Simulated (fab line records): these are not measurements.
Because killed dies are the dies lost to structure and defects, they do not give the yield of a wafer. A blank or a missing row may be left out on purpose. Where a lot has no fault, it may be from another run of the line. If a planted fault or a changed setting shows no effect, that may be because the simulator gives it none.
2 desks looking at one fault :: flow sfq-line :: numbers are kept per desk, each desk with only its own; the story behind them comes last

== AT THE TOOL OWNER'S DESK: litho-track-04 ==
The tool's own readings at SFQ_TRILAYER_R5_LITHO_COAT_141 (resist thk 62 nm): means of the sampled wafers that have a number, for each lot that ran on this tool. A lot is out of limits, marked OUT, if its mean lies more than 4 standard deviations from the usual mean; the brackets give that distance.
Columns: A = spin-speed-rpm at SFQ_TRILAYER_R5_LITHO_COAT_141, usual 2999.8 rpm
lot: L776
first seen here: day 50 15:20
A: 2998.9

lot: L780
first seen here: day 53 18:40
A: 2951.1 (-26) OUT

lot: L781
first seen here: day 54 00:40
A: 2951.2 (-26) OUT

lot: L785
first seen here: day 61 00:00
A: 3001.9

lot: L791
first seen here: day 69 10:25
A: 3001.8

lot: L794
first seen here: day 70 06:16
A: 2999.5

lot: L795
first seen here: day 70 10:31
A: 3000.5
This desk finds L780, L781 out of limits, L780 being first, at day 53 18:40 (spin-speed-rpm at SFQ_TRILAYER_R5_LITHO_COAT_141). Within limits: L776, L785, L791, L794, L795.

== AT THE METROLOGY DESK ==
Means of the sampled wafers that have a number, per lot and without regard to the tool the lot ran on: this is what the gauges read. A lot is out of limits, marked OUT, if its mean lies more than 4 standard deviations from the usual mean; the brackets give that distance.
Columns: A = M4_OVL at SFQ_M4_OVL_MEAS_926, usual 0 nm
lot: L773
first seen here: day 36 20:30
A: -2

lot: L774
first seen here: day 36 22:00
A: 10

lot: L775
first seen here: day 36 23:02
A: -1

lot: L776
first seen here: day 37 00:14
A: -3

lot: L780
first seen here: day 46 06:41
A: -6

lot: L781
first seen here: day 46 16:17
A: 5

lot: L785
first seen here: day 47 22:17
A: -7

lot: L786
first seen here: day 48 10:17
A: 1

lot: L787
first seen here: day 48 23:29
A: -0

lot: L789
first seen here: day 49 17:25
A: -2

lot: L791
first seen here: day 50 04:20
A: -9

lot: L792
first seen here: day 50 16:20
A: -3

lot: L794
first seen here: day 51 04:20
A: 1

lot: L795
first seen here: day 51 10:20
A: 3
This desk's finding: nothing out of limits on any of the 14 lots.

== BROUGHT TOGETHER ==
On L780, L781, at day 53 18:40, an alarm was possible from the tool owner's desk.
At the metrology desk, nothing out of limits was observed.
The metrology desk holds a record of L780, L781, inside its limits.
Every lot named ran SFQ_TRILAYER_R5_LITHO_COAT_141 on litho-track-04.

== WHAT THE SIMULATOR HAD PUT IN ==
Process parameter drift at SFQ_TRILAYER_R5_LITHO_COAT_141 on litho-track-04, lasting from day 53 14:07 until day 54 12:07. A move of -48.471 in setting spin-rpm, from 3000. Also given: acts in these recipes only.
Shown lots that were struck: L780, L781.
Time in hours from fault onset to the first out-of-limits reading at each desk: the tool owner's desk, 5.
